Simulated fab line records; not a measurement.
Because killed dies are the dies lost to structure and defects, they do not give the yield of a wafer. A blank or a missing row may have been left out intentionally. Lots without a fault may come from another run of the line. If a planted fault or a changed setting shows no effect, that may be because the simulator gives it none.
Chamber matching    flow sky130    SKY_CAP2M_CVD_00 on pecvd-03: 3 sister chambers
The step deposits SiO2, target thk 15.5 nm. 6 wafers are shown with their chamber, then 7 later ones without.

## WAFERS, EACH WITH ITS CHAMBER
wafer   chamber  heaterPowerW (W)  rfFwdPowerW (W)
L122.3  0        806               440.9
L122.4  1        555               443.5
L121.1  0        832               436.9
L121.5  2        867               438.6
L127.1  1        685               445.4
L127.4  2        759               438.3

## WAFERS WITHOUT THEIR CHAMBER
wafer   heaterPowerW (W)  rfFwdPowerW (W)
L127.6  685               444.3
L128.2  829               439.8
L128.3  681               443.5
L128.6  828               438.6
L130.1  813               439.7
L130.4  799               438.1
L130.6  833               438.6

## EACH ONE'S CHAMBER
wafer   from the rows above      in truth
L127.6  1                        1
L128.2  can't be placed: 0 or 2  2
L128.3  1                        1
L128.6  can't be placed: 0 or 2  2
L130.1  can't be placed: 0 or 2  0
L130.4  can't be placed: 2 or 0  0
L130.6  can't be placed: 0 or 2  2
Correctly placed: 2 of 7. Not placeable from these rows: 5 (in 5, the candidates include the true chamber). Number placed wrongly: 0.
How it was worked out, from the rows above alone: a wafer's distance from a chamber is the root of the sum, over the readings, of the square of ((its reading less the chamber's mean) divided by the reading's scatter). The wafer belongs to the nearest chamber; if the next one is less than 2 further off, it can't be placed. Each chamber's mean is taken over the wafers shown for it. How the scatter is found: for the shown wafers, subtract from each reading the mean of its chamber, square and add these, divide the total by (wafers less chambers), then take the root.
